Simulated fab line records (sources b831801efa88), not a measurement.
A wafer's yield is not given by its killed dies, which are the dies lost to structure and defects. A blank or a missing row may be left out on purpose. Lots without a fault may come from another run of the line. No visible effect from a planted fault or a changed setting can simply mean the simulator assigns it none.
fab line records / flow sky130
record: lots: 14 wafers: 42 lastDay: 50
route steps=708 shown VIA4@651 METAL5@663
lots untouched by any fault: they come from a run of this same line in which no faults occurred
startH: start of the lot's first displayed wafer, in hours after the record's first day / waitH: how many hours have passed since the lot's step before this one / " unchanged from the row above / L1.1+2: a row that stands for several wafers / - no value, or no start given / * or withheld: withheld / < > ~ a bound
route shown NAME@n: NAME is a module with steps in the file, n the number in the route of the first one / usual: the fault-free wafers' mean and standard deviation / same: alike in all rows / chamber/n: place in a boat / sites: the reading at each site / _std_site: their standard deviation / _edge_site: mean of outer sites minus mean of inner sites / radiusMm: how far each site lies from the wafer's centre / mask NAME#n: copy n / behind: the tool/chamber that last shaped the wafer / hold: what put the lot on hold/how long, in hours/how the hold closed / device: the n, p or np transistor that did not switch / end of line: at the end of the route, the tests of the same wafers / for a step that has no rows: nothing shown but its recipe / killed: dies lost to structure and defects at the first sort, not the wafer's yield / map: a wafer's dies, marking killed ones x, the rest . and places with no die _
set.NAME: the setting as run; set.NAME@STEP: as run at that earlier step / model.NAME: the simulator's own value behind a step, which no gauge read
the route's steps for a sample of lots (tables are steps, rows are wafers)
services: a tool's chamber out of use, with start hour (startH, from the record's first day; less than 0 if before it), hours out, and reason
== steps ==
step: SKY_VIA4_ETCH_12
recipe: target: SiO2 chemistry: C4F8/O2/Ar stopOn: TiN maskMaterial: NOVOLAK sourceW: 1500 biasW: 1200 pressureMtorr: 40 c4f8FlowSccm: withheld O2_flow_sccm: 6 Ar_flow_sccm: 300 timeS: withheld targetDepthA: 5800
usual: oesProductAu: 0.925/0.0045
lot.wafer=L867.1 tool=rieDiel-01 chamber=1 startH=1001.61 waitH=0.0 oesProductAu=0.934
lot.wafer=L867.2 tool=rieDiel-01 chamber=3 startH=1001.61 waitH=0.0 oesProductAu=0.922
lot.wafer=L867.5 tool=rieDiel-01 chamber=1 startH=1001.61 waitH=0.0 oesProductAu=0.925
lot.wafer=L868.2 tool=rieDiel-02 chamber=2 startH=1004.61 waitH=0.0 oesProductAu=0.926
lot.wafer=L868.3 tool=rieDiel-02 chamber=3 startH=1004.61 waitH=0.0 oesProductAu=0.925
lot.wafer=L868.6 tool=rieDiel-02 chamber=2 startH=1004.61 waitH=0.0 oesProductAu=0.923
lot.wafer=L869.3 tool=rieDiel-04 chamber=2 startH=1017.71 waitH=0.0 oesProductAu=0.927
lot.wafer=L869.5 tool=rieDiel-04 chamber=2 startH=1017.71 waitH=0.0 oesProductAu=0.927
lot.wafer=L869.6 tool=rieDiel-04 chamber=1 startH=1017.71 waitH=0.0 oesProductAu=0.930
lot.wafer=L870.2 tool=rieDiel-02 chamber=3 startH=1027.47 waitH=0.0 oesProductAu=0.925
lot.wafer=L870.3 tool=rieDiel-02 chamber=2 startH=1027.47 waitH=0.0 oesProductAu=0.928
lot.wafer=L870.5 tool=rieDiel-02 chamber=0 startH=1027.47 waitH=0.0 oesProductAu=0.925
lot.wafer=L872.2 tool=rieDiel-02 chamber=0 startH=1038.66 waitH=0.0 oesProductAu=0.933
lot.wafer=L872.4 tool=rieDiel-02 chamber=3 startH=1038.66 waitH=0.0 oesProductAu=0.925
lot.wafer=L872.6 tool=rieDiel-02 chamber=3 startH=1038.66 waitH=0.0 oesProductAu=0.918
lot.wafer=L875.1 tool=rieDiel-02 chamber=1 startH=1062.11 waitH=0.0 oesProductAu=0.925
lot.wafer=L875.3 tool=rieDiel-02 chamber=0 startH=1062.11 waitH=0.0 oesProductAu=0.924
lot.wafer=L875.5 tool=rieDiel-02 chamber=3 startH=1062.11 waitH=0.0 oesProductAu=0.922
lot.wafer=L876.4 tool=rieDiel-04 chamber=2 startH=1065.56 waitH=0.0 oesProductAu=0.926
lot.wafer=L876.5 tool=rieDiel-04 chamber=0 startH=1065.56 waitH=0.0 oesProductAu=0.927
lot.wafer=L876.6 tool=rieDiel-04 chamber=1 startH=1065.56 waitH=0.0 oesProductAu=0.931
lot.wafer=L877.2 tool=rieDiel-01 chamber=3 startH=1071.61 waitH=0.0 oesProductAu=0.926
lot.wafer=L877.5 tool=rieDiel-01 chamber=1 startH=1071.61 waitH=0.0 oesProductAu=0.926
lot.wafer=L877.6 tool=rieDiel-01 chamber=0 startH=1071.61 waitH=0.0 oesProductAu=0.928
lot.wafer=L881.3 tool=rieDiel-02 chamber=2 startH=1092.16 waitH=0.0 oesProductAu=0.925
lot.wafer=L881.5 tool=rieDiel-02 chamber=0 startH=1092.16 waitH=0.0 oesProductAu=0.923
lot.wafer=L881.6 tool=rieDiel-02 chamber=1 startH=1092.16 waitH=0.0 oesProductAu=0.924
lot.wafer=L886.2 tool=rieDiel-04 chamber=0 startH=1122.42 waitH=0.0 oesProductAu=0.927
lot.wafer=L886.3 tool=rieDiel-04 chamber=1 startH=1122.42 waitH=0.0 oesProductAu=0.928
lot.wafer=L886.4 tool=rieDiel-04 chamber=3 startH=1122.42 waitH=0.0 oesProductAu=0.922
lot.wafer=L887.1 tool=rieDiel-02 chamber=2 startH=1128.82 waitH=0.0 oesProductAu=0.926
lot.wafer=L887.3 tool=rieDiel-02 chamber=0 startH=1128.82 waitH=0.0 oesProductAu=0.920
lot.wafer=L887.5 tool=rieDiel-02 chamber=2 startH=1128.82 waitH=0.0 oesProductAu=0.923
lot.wafer=L888.3 tool=rieDiel-01 chamber=0 startH=1129.66 waitH=0.0 oesProductAu=0.936
lot.wafer=L888.4 tool=rieDiel-01 chamber=1 startH=1129.66 waitH=0.0 oesProductAu=0.925
lot.wafer=L888.5 tool=rieDiel-01 chamber=1 startH=1129.66 waitH=0.0 oesProductAu=0.924
lot.wafer=L889.2 tool=rieDiel-02 chamber=1 startH=1138.67 waitH=0.0 oesProductAu=0.921
lot.wafer=L889.3 tool=rieDiel-02 chamber=2 startH=1138.67 waitH=0.0 oesProductAu=0.928
lot.wafer=L889.4 tool=rieDiel-02 chamber=0 startH=1138.67 waitH=0.0 oesProductAu=0.918
lot.wafer=L890.1 tool=rieDiel-02 chamber=0 startH=1142.01 waitH=0.0 oesProductAu=0.918
lot.wafer=L890.3 tool=rieDiel-02 chamber=1 startH=1142.01 waitH=0.0 oesProductAu=0.924
lot.wafer=L890.4 tool=rieDiel-02 chamber=2 startH=1142.01 waitH=0.0 oesProductAu=0.924
step: SKY_VIA4_CMP_21
recipe: stopOn: SiO2 tOverpolishS: 25 downForcePsi: 3.5 platenRpm: 60 targetThkNm: 0 padVelocityMS: 0.94248
usual: motorCurrentA: 11.9/1.3 overpolishRunS: 25.000/0.0084 platenRpm: 60.01/0.046 timeToEndpointS: 127/4.7
lot.wafer=L867.2 tool=cmp-02 chamber=1 startH=1002.67 waitH=0.0 motorCurrentA=11.7 overpolishRunS=25.001 platenRpm=60.00 timeToEndpointS=132
lot.wafer=L867.1 tool=cmp-02 chamber=0 startH=1002.67 waitH=0.0 motorCurrentA=11.8 overpolishRunS=25.010 platenRpm=59.99 timeToEndpointS=131
lot.wafer=L867.5 tool=cmp-02 chamber=2 startH=1002.67 waitH=0.0 motorCurrentA=12.2 overpolishRunS=25.004 platenRpm=60.02 timeToEndpointS=130
lot.wafer=L868.3 tool=cmp-01 chamber=1 startH=1005.76 waitH=0.0 motorCurrentA=13.9 overpolishRunS=24.991 platenRpm=60.11 timeToEndpointS=123
lot.wafer=L868.2 tool=cmp-01 chamber=3 startH=1005.76 waitH=0.0 motorCurrentA=10.0 overpolishRunS=25.003 platenRpm=60.14 timeToEndpointS=125
lot.wafer=L868.6 tool=cmp-01 chamber=1 startH=1005.76 waitH=0.0 motorCurrentA=14.6 overpolishRunS=24.997 platenRpm=59.86 timeToEndpointS=126
lot.wafer=L869.3 tool=cmp-01 chamber=0 startH=1018.88 waitH=0.1 motorCurrentA=13.1 overpolishRunS=25.007 platenRpm=60.01 timeToEndpointS=132
lot.wafer=L869.5 tool=cmp-01 chamber=2 startH=1018.88 waitH=0.1 motorCurrentA=11.5 overpolishRunS=24.992 platenRpm=59.97 timeToEndpointS=118
lot.wafer=L869.6 tool=cmp-01 chamber=3 startH=1018.88 waitH=0.1 motorCurrentA=9.5 overpolishRunS=24.980 platenRpm=60.01 timeToEndpointS=122
lot.wafer=L870.2 tool=cmp-01 chamber=2 startH=1028.71 waitH=0.2 motorCurrentA=11.1 overpolishRunS=25.003 platenRpm=59.97 timeToEndpointS=122
lot.wafer=L870.3 tool=cmp-01 chamber=1 startH=1028.71 waitH=0.2 motorCurrentA=14.5 overpolishRunS=25.003 platenRpm=59.96 timeToEndpointS=123
lot.wafer=L870.5 tool=cmp-01 chamber=3 startH=1028.71 waitH=0.2 motorCurrentA=10.1 overpolishRunS=25.007 platenRpm=59.93 timeToEndpointS=129
lot.wafer=L872.4 tool=cmp-01 chamber=2 startH=1040.25 waitH=0.1 motorCurrentA=11.3 overpolishRunS=24.998 platenRpm=60.00 timeToEndpointS=121
lot.wafer=L872.2 tool=cmp-01 chamber=3 startH=1040.25 waitH=0.1 motorCurrentA=9.8 overpolishRunS=25.018 platenRpm=60.05 timeToEndpointS=119
lot.wafer=L872.6 tool=cmp-01 chamber=0 startH=1040.25 waitH=0.1 motorCurrentA=13.1 overpolishRunS=24.999 platenRpm=59.95 timeToEndpointS=130
lot.wafer=L875.1 tool=cmp-01 chamber=3 startH=1063.53 waitH=0.4 motorCurrentA=10.5 overpolishRunS=24.991 platenRpm=59.99 timeToEndpointS=123
lot.wafer=L875.3 tool=cmp-01 chamber=0 startH=1063.53 waitH=0.4 motorCurrentA=13.6 overpolishRunS=25.001 platenRpm=60.04 timeToEndpointS=131
lot.wafer=L875.5 tool=cmp-01 chamber=2 startH=1063.53 waitH=0.4 motorCurrentA=11.8 overpolishRunS=25.002 platenRpm=60.00 timeToEndpointS=122
lot.wafer=L876.4 tool=cmp-02 chamber=3 startH=1066.73 waitH=0.1 motorCurrentA=12.8 overpolishRunS=24.995 platenRpm=59.99 timeToEndpointS=128
lot.wafer=L876.5 tool=cmp-02 chamber=1 startH=1066.73 waitH=0.1 motorCurrentA=10.9 overpolishRunS=25.004 platenRpm=60.08 timeToEndpointS=127
lot.wafer=L876.6 tool=cmp-02 chamber=2 startH=1066.73 waitH=0.1 motorCurrentA=11.9 overpolishRunS=25.004 platenRpm=60.06 timeToEndpointS=129
lot.wafer=L877.2 tool=cmp-02 chamber=0 startH=1072.77 waitH=0.1 motorCurrentA=11.9 overpolishRunS=25.002 platenRpm=59.95 timeToEndpointS=130
lot.wafer=L877.6 tool=cmp-02 chamber=2 startH=1072.77 waitH=0.1 motorCurrentA=12.1 overpolishRunS=25.000 platenRpm=60.01 timeToEndpointS=131
lot.wafer=L877.5 tool=cmp-02 chamber=3 startH=1072.77 waitH=0.1 motorCurrentA=12.3 overpolishRunS=25.013 platenRpm=60.04 timeToEndpointS=130
lot.wafer=L881.3 tool=cmp-02 chamber=0 startH=1093.22 waitH=0.0 motorCurrentA=11.8 overpolishRunS=25.007 platenRpm=60.05 timeToEndpointS=131
lot.wafer=L881.5 tool=cmp-02 chamber=0 startH=1093.22 waitH=0.0 motorCurrentA=11.2 overpolishRunS=24.998 platenRpm=60.08 timeToEndpointS=130
lot.wafer=L881.6 tool=cmp-02 chamber=1 startH=1093.22 waitH=0.0 motorCurrentA=11.1 overpolishRunS=25.015 platenRpm=60.00 timeToEndpointS=128
lot.wafer=L886.4 tool=cmp-01 chamber=0 startH=1123.70 waitH=0.2 motorCurrentA=12.8 overpolishRunS=24.986 platenRpm=60.00 timeToEndpointS=129
lot.wafer=L886.3 tool=cmp-01 chamber=1 startH=1123.70 waitH=0.2 motorCurrentA=14.7 overpolishRunS=25.003 platenRpm=59.90 timeToEndpointS=119
lot.wafer=L886.2 tool=cmp-01 chamber=2 startH=1123.70 waitH=0.2 motorCurrentA=11.6 overpolishRunS=24.988 platenRpm=59.97 timeToEndpointS=121
lot.wafer=L887.1 tool=cmp-01 chamber=2 startH=1130.22 waitH=0.1 motorCurrentA=11.3 overpolishRunS=25.012 platenRpm=60.02 timeToEndpointS=113
lot.wafer=L887.3 tool=cmp-01 chamber=1 startH=1130.22 waitH=0.1 motorCurrentA=14.3 overpolishRunS=24.999 platenRpm=60.04 timeToEndpointS=119
lot.wafer=L887.5 tool=cmp-01 chamber=3 startH=1130.22 waitH=0.1 motorCurrentA=10.1 overpolishRunS=24.994 platenRpm=60.03 timeToEndpointS=122
lot.wafer=L888.4 tool=cmp-01 chamber=2 startH=1131.30 waitH=0.2 motorCurrentA=11.8 overpolishRunS=25.005 platenRpm=60.04 timeToEndpointS=115
lot.wafer=L888.3 tool=cmp-01 chamber=3 startH=1131.30 waitH=0.2 motorCurrentA=10.1 overpolishRunS=25.005 platenRpm=60.02 timeToEndpointS=123
lot.wafer=L888.5 tool=cmp-01 chamber=3 startH=1131.30 waitH=0.2 motorCurrentA=9.6 overpolishRunS=25.000 platenRpm=60.12 timeToEndpointS=119
lot.wafer=L889.4 tool=cmp-02 chamber=3 startH=1139.85 waitH=0.1 motorCurrentA=13.6 overpolishRunS=24.995 platenRpm=59.96 timeToEndpointS=135
lot.wafer=L889.3 tool=cmp-02 chamber=1 startH=1139.85 waitH=0.1 motorCurrentA=10.7 overpolishRunS=25.005 platenRpm=60.02 timeToEndpointS=133
lot.wafer=L889.2 tool=cmp-02 chamber=2 startH=1139.85 waitH=0.1 motorCurrentA=12.3 overpolishRunS=24.993 platenRpm=59.99 timeToEndpointS=134
lot.wafer=L890.4 tool=cmp-02 chamber=2 startH=1143.12 waitH=0.0 motorCurrentA=12.2 overpolishRunS=25.011 platenRpm=60.04 timeToEndpointS=127
lot.wafer=L890.3 tool=cmp-02 chamber=0 startH=1143.12 waitH=0.0 motorCurrentA=12.1 overpolishRunS=25.005 platenRpm=60.04 timeToEndpointS=129
lot.wafer=L890.1 tool=cmp-02 chamber=1 startH=1143.12 waitH=0.0 motorCurrentA=10.7 overpolishRunS=25.006 platenRpm=59.99 timeToEndpointS=124
step: SKY_METAL5_SPUTTER_02
recipe: material: AlCu targetThkNm: 1150 powerW: 10600 timeS: 61.2 chamberPressurePa: 0.4
usual: throttleValvePct: 30.0/1.3
lot.wafer=L867.1 tool=pvdSputter-03 chamber=- startH=1003.02 waitH=0.0 throttleValvePct=27.2
lot.wafer=L867.2 tool=pvdSputter-03 chamber=- startH=1003.02 waitH=0.0 throttleValvePct=30.2
lot.wafer=L867.5 tool=pvdSputter-03 chamber=- startH=1003.02 waitH=0.0 throttleValvePct=30.2
lot.wafer=L868.2 tool=pvdSputter-02 chamber=- startH=1006.11 waitH=0.0 throttleValvePct=27.9
lot.wafer=L868.3 tool=pvdSputter-02 chamber=- startH=1006.11 waitH=0.0 throttleValvePct=30.1
lot.wafer=L868.6 tool=pvdSputter-02 chamber=- startH=1006.11 waitH=0.0 throttleValvePct=30.2
lot.wafer=L869.3 tool=pvdSputter-01 chamber=- startH=1019.13 waitH=0.0 throttleValvePct=30.6
lot.wafer=L869.5 tool=pvdSputter-01 chamber=- startH=1019.13 waitH=0.0 throttleValvePct=30.5
lot.wafer=L869.6 tool=pvdSputter-01 chamber=- startH=1019.13 waitH=0.0 throttleValvePct=31.0
lot.wafer=L870.2 tool=pvdSputter-03 chamber=- startH=1029.06 waitH=0.0 throttleValvePct=27.3
lot.wafer=L870.3 tool=pvdSputter-03 chamber=- startH=1029.06 waitH=0.0 throttleValvePct=31.4
lot.wafer=L870.5 tool=pvdSputter-03 chamber=- startH=1029.06 waitH=0.0 throttleValvePct=29.4
lot.wafer=L872.2 tool=pvdSputter-01 chamber=- startH=1040.50 waitH=0.0 throttleValvePct=30.2
lot.wafer=L872.4 tool=pvdSputter-01 chamber=- startH=1040.50 waitH=0.0 throttleValvePct=30.7
lot.wafer=L872.6 tool=pvdSputter-01 chamber=- startH=1040.50 waitH=0.0 throttleValvePct=30.6
lot.wafer=L875.1 tool=pvdSputter-03 chamber=- startH=1063.78 waitH=0.0 throttleValvePct=30.2
lot.wafer=L875.3 tool=pvdSputter-03 chamber=- startH=1063.78 waitH=0.0 throttleValvePct=31.5
lot.wafer=L875.5 tool=pvdSputter-03 chamber=- startH=1063.78 waitH=0.0 throttleValvePct=30.2
lot.wafer=L876.4 tool=pvdSputter-02 chamber=- startH=1067.00 waitH=0.0 throttleValvePct=27.7
lot.wafer=L876.5 tool=pvdSputter-02 chamber=- startH=1067.00 waitH=0.0 throttleValvePct=30.1
lot.wafer=L876.6 tool=pvdSputter-02 chamber=- startH=1067.00 waitH=0.0 throttleValvePct=31.5
lot.wafer=L877.2 tool=pvdSputter-02 chamber=- startH=1073.02 waitH=0.0 throttleValvePct=30.1
lot.wafer=L877.5 tool=pvdSputter-02 chamber=- startH=1073.02 waitH=0.0 throttleValvePct=30.0
lot.wafer=L877.6 tool=pvdSputter-02 chamber=- startH=1073.02 waitH=0.0 throttleValvePct=27.7
lot.wafer=L881.3 tool=pvdSputter-02 chamber=- startH=1093.57 waitH=0.0 throttleValvePct=31.5
lot.wafer=L881.5 tool=pvdSputter-02 chamber=- startH=1093.57 waitH=0.0 throttleValvePct=28.1
lot.wafer=L881.6 tool=pvdSputter-02 chamber=- startH=1093.57 waitH=0.0 throttleValvePct=30.0
lot.wafer=L886.2 tool=pvdSputter-02 chamber=- startH=1124.00 waitH=0.0 throttleValvePct=31.2
lot.wafer=L886.3 tool=pvdSputter-02 chamber=- startH=1124.00 waitH=0.0 throttleValvePct=29.4
lot.wafer=L886.4 tool=pvdSputter-02 chamber=- startH=1124.00 waitH=0.0 throttleValvePct=27.8
lot.wafer=L887.1 tool=pvdSputter-02 chamber=- startH=1130.57 waitH=0.0 throttleValvePct=27.8
lot.wafer=L887.3 tool=pvdSputter-02 chamber=- startH=1130.57 waitH=0.0 throttleValvePct=31.6
lot.wafer=L887.5 tool=pvdSputter-02 chamber=- startH=1130.57 waitH=0.0 throttleValvePct=29.6
lot.wafer=L888.3 tool=pvdSputter-03 chamber=- startH=1131.65 waitH=0.0 throttleValvePct=31.4
lot.wafer=L888.4 tool=pvdSputter-03 chamber=- startH=1131.65 waitH=0.0 throttleValvePct=27.6
lot.wafer=L888.5 tool=pvdSputter-03 chamber=- startH=1131.65 waitH=0.0 throttleValvePct=31.5
lot.wafer=L889.2 tool=pvdSputter-01 chamber=- startH=1140.20 waitH=0.0 throttleValvePct=30.7
lot.wafer=L889.3 tool=pvdSputter-01 chamber=- startH=1140.20 waitH=0.0 throttleValvePct=30.5
lot.wafer=L889.4 tool=pvdSputter-01 chamber=- startH=1140.20 waitH=0.0 throttleValvePct=31.0
lot.wafer=L890.1 tool=pvdSputter-01 chamber=- startH=1143.47 waitH=0.0 throttleValvePct=30.2
lot.wafer=L890.3 tool=pvdSputter-01 chamber=- startH=1143.47 waitH=0.0 throttleValvePct=30.7
lot.wafer=L890.4 tool=pvdSputter-01 chamber=- startH=1143.47 waitH=0.0 throttleValvePct=30.5
step: SKY_METAL5_DEVELOP_13
recipe: resist: NOVOLAK developer: TMAH developTimeS: 60 devTempC: 23
usual: chillPlateTempC: 22.98/0.1 developTimeS: 60/0
lot.wafer=L867.1 tool=lithoTrack-04 chamber=0 startH=1025.78 waitH=0.1 chillPlateTempC=23.11 developTimeS=60
lot.wafer=L867.2 tool=lithoTrack-04 chamber=0 startH=1025.78 waitH=0.1 chillPlateTempC=23.12 developTimeS=60
lot.wafer=L867.5 tool=lithoTrack-04 chamber=0 startH=1025.78 waitH=0.1 chillPlateTempC=23.14 developTimeS=60
lot.wafer=L868.2 tool=lithoTrack-01 chamber=0 startH=1028.79 waitH=0.1 chillPlateTempC=22.95 developTimeS=60
lot.wafer=L868.3 tool=lithoTrack-01 chamber=0 startH=1028.79 waitH=0.1 chillPlateTempC=22.79 developTimeS=60
lot.wafer=L868.6 tool=lithoTrack-01 chamber=0 startH=1028.79 waitH=0.1 chillPlateTempC=23.00 developTimeS=60
lot.wafer=L869.3 tool=lithoTrack-04 chamber=0 startH=1041.43 waitH=0.1 chillPlateTempC=23.01 developTimeS=60
lot.wafer=L869.5 tool=lithoTrack-04 chamber=0 startH=1041.43 waitH=0.1 chillPlateTempC=22.99 developTimeS=60
lot.wafer=L869.6 tool=lithoTrack-04 chamber=0 startH=1041.43 waitH=0.1 chillPlateTempC=23.13 developTimeS=60
lot.wafer=L870.2 tool=lithoTrack-01 chamber=0 startH=1050.89 waitH=0.1 chillPlateTempC=23.15 developTimeS=60
lot.wafer=L870.3 tool=lithoTrack-01 chamber=0 startH=1050.89 waitH=0.1 chillPlateTempC=23.08 developTimeS=60
lot.wafer=L870.5 tool=lithoTrack-01 chamber=0 startH=1050.89 waitH=0.1 chillPlateTempC=23.21 developTimeS=60
lot.wafer=L872.2 tool=lithoTrack-01 chamber=0 startH=1062.04 waitH=0.1 chillPlateTempC=22.78 developTimeS=60
lot.wafer=L872.4 tool=lithoTrack-01 chamber=0 startH=1062.04 waitH=0.1 chillPlateTempC=22.96 developTimeS=60
lot.wafer=L872.6 tool=lithoTrack-01 chamber=0 startH=1062.04 waitH=0.1 chillPlateTempC=22.79 developTimeS=60
lot.wafer=L875.1 tool=lithoTrack-01 chamber=0 startH=1084.32 waitH=0.1 chillPlateTempC=23.06 developTimeS=60
lot.wafer=L875.3 tool=lithoTrack-01 chamber=0 startH=1084.32 waitH=0.1 chillPlateTempC=23.11 developTimeS=60
lot.wafer=L875.5 tool=lithoTrack-01 chamber=0 startH=1084.32 waitH=0.1 chillPlateTempC=22.99 developTimeS=60
lot.wafer=L876.4 tool=lithoTrack-03 chamber=- startH=1087.15 waitH=0.1 chillPlateTempC=- developTimeS=-
lot.wafer=L876.5 tool=lithoTrack-03 chamber=- startH=1087.15 waitH=0.1 chillPlateTempC=- developTimeS=-
lot.wafer=L876.6 tool=lithoTrack-03 chamber=- startH=1087.15 waitH=0.1 chillPlateTempC=- developTimeS=-
lot.wafer=L877.2 tool=lithoTrack-01 chamber=- startH=1093.54 waitH=0.1 chillPlateTempC=- developTimeS=-
lot.wafer=L877.5 tool=lithoTrack-01 chamber=- startH=1093.54 waitH=0.1 chillPlateTempC=- developTimeS=-
lot.wafer=L877.6 tool=lithoTrack-01 chamber=- startH=1093.54 waitH=0.1 chillPlateTempC=- developTimeS=-
lot.wafer=L881.3 tool=lithoTrack-03 chamber=0 startH=1113.57 waitH=0.1 chillPlateTempC=22.85 developTimeS=60
lot.wafer=L881.5 tool=lithoTrack-03 chamber=0 startH=1113.57 waitH=0.1 chillPlateTempC=22.99 developTimeS=60
lot.wafer=L881.6 tool=lithoTrack-03 chamber=0 startH=1113.57 waitH=0.1 chillPlateTempC=23.05 developTimeS=60
lot.wafer=L886.2 tool=lithoTrack-04 chamber=0 startH=1142.80 waitH=0.1 chillPlateTempC=22.88 developTimeS=60
lot.wafer=L886.3 tool=lithoTrack-04 chamber=0 startH=1142.80 waitH=0.1 chillPlateTempC=22.93 developTimeS=60
lot.wafer=L886.4 tool=lithoTrack-04 chamber=0 startH=1142.80 waitH=0.1 chillPlateTempC=22.97 developTimeS=60
lot.wafer=L887.1 tool=lithoTrack-03 chamber=0 startH=1148.78 waitH=0.1 chillPlateTempC=23.05 developTimeS=60
lot.wafer=L887.3 tool=lithoTrack-03 chamber=0 startH=1148.78 waitH=0.1 chillPlateTempC=23.08 developTimeS=60
lot.wafer=L887.5 tool=lithoTrack-03 chamber=0 startH=1148.78 waitH=0.1 chillPlateTempC=22.95 developTimeS=60
lot.wafer=L888.3 tool=lithoTrack-03 chamber=0 startH=1149.93 waitH=0.1 chillPlateTempC=22.91 developTimeS=60
lot.wafer=L888.4 tool=lithoTrack-03 chamber=0 startH=1149.93 waitH=0.1 chillPlateTempC=22.79 developTimeS=60
lot.wafer=L888.5 tool=lithoTrack-03 chamber=0 startH=1149.93 waitH=0.1 chillPlateTempC=22.93 developTimeS=60
lot.wafer=L889.2 tool=lithoTrack-03 chamber=0 startH=1158.25 waitH=0.1 chillPlateTempC=22.89 developTimeS=60
lot.wafer=L889.3 tool=lithoTrack-03 chamber=0 startH=1158.25 waitH=0.1 chillPlateTempC=22.85 developTimeS=60
lot.wafer=L889.4 tool=lithoTrack-03 chamber=0 startH=1158.25 waitH=0.1 chillPlateTempC=22.84 developTimeS=60
lot.wafer=L890.1 tool=lithoTrack-04 chamber=0 startH=1160.98 waitH=0.1 chillPlateTempC=22.98 developTimeS=60
lot.wafer=L890.3 tool=lithoTrack-04 chamber=0 startH=1160.98 waitH=0.1 chillPlateTempC=23.05 developTimeS=60
lot.wafer=L890.4 tool=lithoTrack-04 chamber=0 startH=1160.98 waitH=0.1 chillPlateTempC=23.01 developTimeS=60
== services ==
tool=pvdSputter-01 chamber=- startH=978.01 hours=2.5 kind=repair
tool=cmp-02 chamber=- startH=982.08 hours=6.8 kind=pm
tool=rieDiel-01 chamber=- startH=995.30 hours=0.1 kind=repair
tool=pvdSputter-01 chamber=- startH=1004.63 hours=2.2 kind=repair
tool=cmp-02 chamber=- startH=1009.49 hours=6.2 kind=repair
tool=rieDiel-01 chamber=0 startH=1021.12 hours=5.7 kind=repair
tool=cmp-02 chamber=- startH=1036.50 hours=1.0 kind=repair
tool=rieDiel-02 chamber=0 startH=1040.02 hours=5.5 kind=repair
tool=cmp-01 chamber=- startH=1048.51 hours=11.1 kind=pm
tool=rieDiel-01 chamber=0 startH=1054.46 hours=6.7 kind=repair
tool=cmp-02 chamber=- startH=1059.61 hours=4.7 kind=pm
tool=cmp-01 chamber=- startH=1064.35 hours=6.6 kind=pm
tool=rieDiel-01 chamber=2 startH=1077.98 hours=5.3 kind=repair
tool=cmp-01 chamber=- startH=1084.28 hours=4.0 kind=pm
tool=cmp-02 chamber=- startH=1105.32 hours=0.7 kind=repair
tool=rieDiel-02 chamber=0 startH=1107.10 hours=13.1 kind=repair
tool=pvdSputter-02 chamber=- startH=1114.82 hours=9.0 kind=repair
tool=cmp-02 chamber=- startH=1117.71 hours=14.2 kind=repair
tool=cmp-02 chamber=- startH=1129.63 hours=0.5 kind=repair
tool=pvdSputter-01 chamber=- startH=1129.68 hours=1.3 kind=repair
tool=pvdSputter-03 chamber=- startH=1133.18 hours=1.0 kind=repair
tool=pvdSputter-03 chamber=- startH=1140.63 hours=21.2 kind=repair
tool=pvdSputter-01 chamber=- startH=1145.62 hours=0.7 kind=repair
tool=rieDiel-01 chamber=2 startH=1149.16 hours=3.6 kind=repair
== key ==
firstSign: step: SKY_METAL5_DEVELOP_13 reading: toolRecord direction: missing
effect none on later readings
metAt SKY_METAL5_DEVELOP_13
struckLots L876,L877
laterRowsLeftOut L876.4,L876.5,L876.6,L877.2,L877.5,L877.6
sortLeftOut L876.4,L876.5,L876.6,L877.2,L877.5,L877.6
notActingAt SKY_VIA4_ETCH_12,SKY_VIA4_CMP_21,SKY_METAL5_SPUTTER_02
onsetBetween 1084.32 1087.15
fault: kind: skippedStepWhole tool: lithoTrack-01,lithoTrack-03 chamber: - onsetH: 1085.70 steps: SKY_METAL5_DEVELOP_13 scope: struckLotsOnly
sortLeftOut: the simulated sort isn't trusted on such a fault, so these wafers' sort isn't shown, and their yield isn't known
laterRowsLeftOut: the simulator's readings of these wafers behind a module that went badly wrong aren't trusted and aren't shown, but for the sort
